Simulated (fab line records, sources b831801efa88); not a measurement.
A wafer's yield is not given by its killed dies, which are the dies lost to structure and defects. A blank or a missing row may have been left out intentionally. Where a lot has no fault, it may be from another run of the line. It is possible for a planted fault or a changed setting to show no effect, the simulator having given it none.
What tool caused it? :: flow gf180mcu :: 42 wafers from 14 lots sampled at 4 of the route's 602 steps

## WHAT EACH GAUGE READ, for each wafer
GF_DUAL_GATE_THK_MEAS_03. Usual: DUAL_GATE_OXIDATION_00_THK gives 10.94 nm (standard deviation 0.22).
lot: L547
measured: day 7 18:09
on: filmMetro-03
DUAL_GATE_OXIDATION_00_THK (nm): 11.13 11.05 11.05
flag: 

lot: L548
measured: day 7 22:48
on: filmMetro-01
DUAL_GATE_OXIDATION_00_THK (nm): 10.82 10.85 10.82
flag: 

lot: L549
measured: day 8 10:31
on: filmMetro-04
DUAL_GATE_OXIDATION_00_THK (nm): 10.93 11.03 11.08
flag: 

lot: L550
measured: day 8 15:12
on: filmMetro-01
DUAL_GATE_OXIDATION_00_THK (nm): 11.12 11.11 11.08
flag: 

lot: L552
measured: day 9 01:26
on: filmMetro-03
DUAL_GATE_OXIDATION_00_THK (nm): 11.05 11.24 11.01
flag: 

lot: L559
measured: day 11 02:59
on: filmMetro-01
DUAL_GATE_OXIDATION_00_THK (nm): 10.70 10.72 10.80
flag: 

lot: L562
measured: day 11 20:49
on: filmMetro-01
DUAL_GATE_OXIDATION_00_THK (nm): 11.02 10.99 10.86
flag: 

lot: L563
measured: day 12 03:33
on: filmMetro-03
DUAL_GATE_OXIDATION_00_THK (nm): 10.83 11.08 10.79
flag: 

lot: L564
measured: day 12 11:44
on: filmMetro-03
DUAL_GATE_OXIDATION_00_THK (nm): 10.97 10.91 10.92
flag: 

lot: L565
measured: day 12 16:07
on: filmMetro-04
DUAL_GATE_OXIDATION_00_THK (nm): 10.86 10.96 11.09
flag: 

lot: L566
measured: day 13 00:23
on: filmMetro-01
DUAL_GATE_OXIDATION_00_THK (nm): 11.24 10.93 10.97
flag: 

lot: L568
measured: day 13 16:17
on: filmMetro-01
DUAL_GATE_OXIDATION_00_THK (nm): 10.70 10.77 10.64
flag: 

lot: L569
measured: day 13 19:30
on: filmMetro-01
DUAL_GATE_OXIDATION_00_THK (nm): 11.28 11.28 11.09
flag: 

lot: L570
measured: day 14 03:19
on: filmMetro-03
DUAL_GATE_OXIDATION_00_THK (nm): 10.81 11.06 11.03
flag: 

## EACH LOT AND THE TOOL THAT RAN IT (in order: tool; ch and the chambers of the sampled wafers; start)
lot: L547
GF_STI_ETCH_14: rieSi-01 ch 0,1, day 2 02:33
GF_VT_IMPLANT_RTA_45: rtpAnneal-02 ch 0, day 7 15:08
GF_VT_IMPLANT_WET_ETCH_50: wetBench-03 ch 2, day 7 15:41

lot: L548
GF_STI_ETCH_14: rieSi-02 ch 0,1,3, day 2 07:03
GF_VT_IMPLANT_RTA_45: rtpAnneal-01 ch 0, day 7 20:35
GF_VT_IMPLANT_WET_ETCH_50: wetBench-03 ch 0, day 7 21:08

lot: L549
GF_STI_ETCH_14: rieSi-02 ch 0,2,3, day 2 15:36
GF_VT_IMPLANT_RTA_45: rtpAnneal-01 ch 0, day 8 07:55
GF_VT_IMPLANT_WET_ETCH_50: wetBench-03 ch 0, day 8 08:29

lot: L550
GF_STI_ETCH_14: rieSi-02 ch 0,1,3, day 2 18:57
GF_VT_IMPLANT_RTA_45: rtpAnneal-01 ch 0, day 8 12:59
GF_VT_IMPLANT_WET_ETCH_50: wetBench-03 ch 2, day 8 13:34

lot: L552
GF_STI_ETCH_14: rieSi-01 ch 1,2, day 3 02:51
GF_VT_IMPLANT_RTA_45: rtpAnneal-01 ch 0, day 8 22:50
GF_VT_IMPLANT_WET_ETCH_50: wetBench-03 ch 1, day 8 23:25

lot: L559
GF_STI_ETCH_14: rieSi-02 ch 2,3, day 4 16:33
GF_VT_IMPLANT_RTA_45: rtpAnneal-01 ch 0, day 11 00:28
GF_VT_IMPLANT_WET_ETCH_50: wetBench-02 ch 2, day 11 01:01

lot: L562
GF_STI_ETCH_14: rieSi-01 ch 0,1,2, day 5 08:18
GF_VT_IMPLANT_RTA_45: rtpAnneal-01 ch 0, day 11 18:36
GF_VT_IMPLANT_WET_ETCH_50: wetBench-03 ch 0, day 11 19:11

lot: L563
GF_STI_ETCH_14: rieSi-01 ch 2,3, day 5 12:54
GF_VT_IMPLANT_RTA_45: rtpAnneal-01 ch 0, day 12 01:13
GF_VT_IMPLANT_WET_ETCH_50: wetBench-04 ch 1, day 12 01:47

lot: L564
GF_STI_ETCH_14: rieSi-02 ch 0,3, day 5 18:27
GF_VT_IMPLANT_RTA_45: rtpAnneal-01 ch 0, day 12 09:33
GF_VT_IMPLANT_WET_ETCH_50: wetBench-02 ch 2, day 12 10:05

lot: L565
GF_STI_ETCH_14: rieSi-01 ch 0,1,2, day 5 22:00
GF_VT_IMPLANT_RTA_45: rtpAnneal-01 ch 0, day 12 13:53
GF_VT_IMPLANT_WET_ETCH_50: wetBench-02 ch 0, day 12 14:28

lot: L566
GF_STI_ETCH_14: rieSi-02 ch 2,3, day 6 04:27
GF_VT_IMPLANT_RTA_45: rtpAnneal-01 ch 0, day 12 21:56
GF_VT_IMPLANT_WET_ETCH_50: wetBench-04 ch 0, day 12 22:28

lot: L568
GF_STI_ETCH_14: rieSi-01 ch 0,1,3, day 6 14:21
GF_VT_IMPLANT_RTA_45: rtpAnneal-02 ch 0, day 13 12:44
GF_VT_IMPLANT_WET_ETCH_50: wetBench-03 ch 3, day 13 13:17

lot: L569
GF_STI_ETCH_14: rieSi-01 ch 1,2,3, day 6 19:51
GF_VT_IMPLANT_RTA_45: rtpAnneal-02 ch 0, day 13 16:55
GF_VT_IMPLANT_WET_ETCH_50: wetBench-02 ch 3, day 13 17:28

lot: L570
GF_STI_ETCH_14: rieSi-02 ch 0,1,3, day 7 00:18
GF_VT_IMPLANT_RTA_45: rtpAnneal-01 ch 0, day 14 01:07
GF_VT_IMPLANT_WET_ETCH_50: wetBench-02 ch 1, day 14 01:40
- GF_STI_ETCH_14: etches Si in HBr/Cl2/O2, target depth 360 nm, time 102.9 s.
- GF_VT_IMPLANT_RTA_45: time 30 s.
- GF_VT_IMPLANT_WET_ETCH_50: etches SiO2 in dHF, target depth 20 nm, time 400 s.

## AS READ BY THE TOOLS THEMSELVES (means over the sampled wafers that have a number; for cases with no such wafer, the mark the record gives instead)
GF_STI_ETCH_14. Usual: drypumpMotorCurrentA 5.83 A, standard deviation 0.22; oesProductAu 1.003 a.u., standard deviation 0.0097; runLengthS 131.3 s, standard deviation 0.41; throttleValvePct 25.655 %, standard deviation 0.0098.
lot: L547
tool: rieSi-01
drypumpMotorCurrentA (A): 5.81
oesProductAu (a.u.): 1.008
runLengthS (s): 131.5
throttleValvePct (%): 25.652
flag: 

lot: L548
tool: rieSi-02
drypumpMotorCurrentA (A): 5.60
oesProductAu (a.u.): 1.001
runLengthS (s): 131.2
throttleValvePct (%): 25.656
flag: 

lot: L549
tool: rieSi-02
drypumpMotorCurrentA (A): 5.85
oesProductAu (a.u.): 0.998
runLengthS (s): 130.9
throttleValvePct (%): 25.648
flag: 

lot: L550
tool: rieSi-02
drypumpMotorCurrentA (A): 5.60
oesProductAu (a.u.): 1.005
runLengthS (s): 131.1
throttleValvePct (%): 25.653
flag: 

lot: L552
tool: rieSi-01
drypumpMotorCurrentA (A): 6.00
oesProductAu (a.u.): 1.008
runLengthS (s): 131.2
throttleValvePct (%): 25.654
flag: 

lot: L559
tool: rieSi-02
drypumpMotorCurrentA (A): 5.79
oesProductAu (a.u.): 1.014
runLengthS (s): 131.1
throttleValvePct (%): 25.652
flag: 

lot: L562
tool: rieSi-01
drypumpMotorCurrentA (A): 5.90
oesProductAu (a.u.): 1.004
runLengthS (s): 131.3
throttleValvePct (%): 25.656
flag: 

lot: L563
tool: rieSi-01
drypumpMotorCurrentA (A): 6.06
oesProductAu (a.u.): 1.005
runLengthS (s): 131.3
throttleValvePct (%): 25.649
flag: 

lot: L564
tool: rieSi-02
drypumpMotorCurrentA (A): 5.74
oesProductAu (a.u.): 1.006
runLengthS (s): 131.0
throttleValvePct (%): 25.657
flag: 

lot: L565
tool: rieSi-01
drypumpMotorCurrentA (A): 5.91
oesProductAu (a.u.): 1.012
runLengthS (s): 131.5
throttleValvePct (%): 25.656
flag: 

lot: L566
tool: rieSi-02
drypumpMotorCurrentA (A): 5.79
oesProductAu (a.u.): 1.005
runLengthS (s): 130.8
throttleValvePct (%): 25.652
flag: 

lot: L568
tool: rieSi-01
drypumpMotorCurrentA (A): 5.83
oesProductAu (a.u.): 1.007
runLengthS (s): 131.7
throttleValvePct (%): 25.655
flag: 

lot: L569
tool: rieSi-01
drypumpMotorCurrentA (A): 5.97
oesProductAu (a.u.): 0.997
runLengthS (s): 131.1
throttleValvePct (%): 25.659
flag: 

lot: L570
tool: rieSi-02
drypumpMotorCurrentA (A): 5.63
oesProductAu (a.u.): 1.002
runLengthS (s): 131.1
throttleValvePct (%): 25.651
flag: 

GF_VT_IMPLANT_RTA_45. Usual: lampPowerPct 36.04 %, standard deviation 0.2; wafer_temp_C_max 1053.4, standard deviation 0.77.
lot: L547
tool: rtpAnneal-02
lampPowerPct (%): 35.75
wafer_temp_C_max: 1053.6
flag: 

lot: L548
tool: rtpAnneal-01
lampPowerPct (%): 36.18
wafer_temp_C_max: 1053.3
flag: 

lot: L549
tool: rtpAnneal-01
lampPowerPct (%): 36.21
wafer_temp_C_max: 1053.4
flag: 

lot: L550
tool: rtpAnneal-01
lampPowerPct (%): 36.19
wafer_temp_C_max: 1054.1
flag: 

lot: L552
tool: rtpAnneal-01
lampPowerPct (%): 36.18
wafer_temp_C_max: 1052.2
flag: 

lot: L559
tool: rtpAnneal-01
lampPowerPct (%): 36.17
wafer_temp_C_max: 1053.4
flag: 

lot: L562
tool: rtpAnneal-01
lampPowerPct (%): 36.20
wafer_temp_C_max: 1053.4
flag: 

lot: L563
tool: rtpAnneal-01
lampPowerPct (%): 36.21
wafer_temp_C_max: 1052.7
flag: 

lot: L564
tool: rtpAnneal-01
lampPowerPct (%): 36.19
wafer_temp_C_max: 1053.0
flag: 

lot: L565
tool: rtpAnneal-01
lampPowerPct (%): 36.18
wafer_temp_C_max: 1052.6
flag: 

lot: L566
tool: rtpAnneal-01
lampPowerPct (%): 36.19
wafer_temp_C_max: 1053.7
flag: 

lot: L568
tool: rtpAnneal-02
lampPowerPct (%): 35.77
wafer_temp_C_max: 1053.6
flag: 

lot: L569
tool: rtpAnneal-02
lampPowerPct (%): 35.72
wafer_temp_C_max: 1052.9
flag: 

lot: L570
tool: rtpAnneal-01
lampPowerPct (%): 36.20
wafer_temp_C_max: 1053.7
flag: 

GF_VT_IMPLANT_WET_ETCH_50. Usual: runLengthS at 428 s, with a standard deviation of 3.8.
lot: L547
tool: wetBench-03
runLengthS (s): 426
flag: 

lot: L548
tool: wetBench-03
runLengthS (s): 432
flag: 

lot: L549
tool: wetBench-03
runLengthS (s): 131
flag: OFF

lot: L550
tool: wetBench-03
runLengthS (s): 124
flag: OFF

lot: L552
tool: wetBench-03
runLengthS (s): 126
flag: OFF

lot: L559
tool: wetBench-02
runLengthS (s): 425
flag: 

lot: L562
tool: wetBench-03
runLengthS (s): 432
flag: 

lot: L563
tool: wetBench-04
runLengthS (s): 424
flag: 

lot: L564
tool: wetBench-02
runLengthS (s): 424
flag: 

lot: L565
tool: wetBench-02
runLengthS (s): 429
flag: 

lot: L566
tool: wetBench-04
runLengthS (s): 435
flag: 

lot: L568
tool: wetBench-03
runLengthS (s): 431
flag: 

lot: L569
tool: wetBench-02
runLengthS (s): 433
flag: 

lot: L570
tool: wetBench-02
runLengthS (s): 435
flag: 

## THE ANSWER, worked out from the rows above alone
Rule: a lot is off if the mean of its wafers that have a number lies more than 3 standard deviations from the usual mean. A lot without any number at a reading at which 4 lots or more have one is off too. Any other lot the step has rows for is counted as sound. First the gauges in route order, then the tools' own readings, where a lot's mean is used as printed above. The first step at which some lot is off is used, and at that step the reading that is off furthest; a lot without a number counts as furthest.
Off: L549, L550, L552 (GF_VT_IMPLANT_WET_ETCH_50, runLengthS).
If a tool, at that step or one of the process steps before it, ran each lot that is off and ran no sound lot following the first of them, it fits. Of those tried, none fits.

## WHAT HAD BEEN PUT IN BY THE SIMULATOR
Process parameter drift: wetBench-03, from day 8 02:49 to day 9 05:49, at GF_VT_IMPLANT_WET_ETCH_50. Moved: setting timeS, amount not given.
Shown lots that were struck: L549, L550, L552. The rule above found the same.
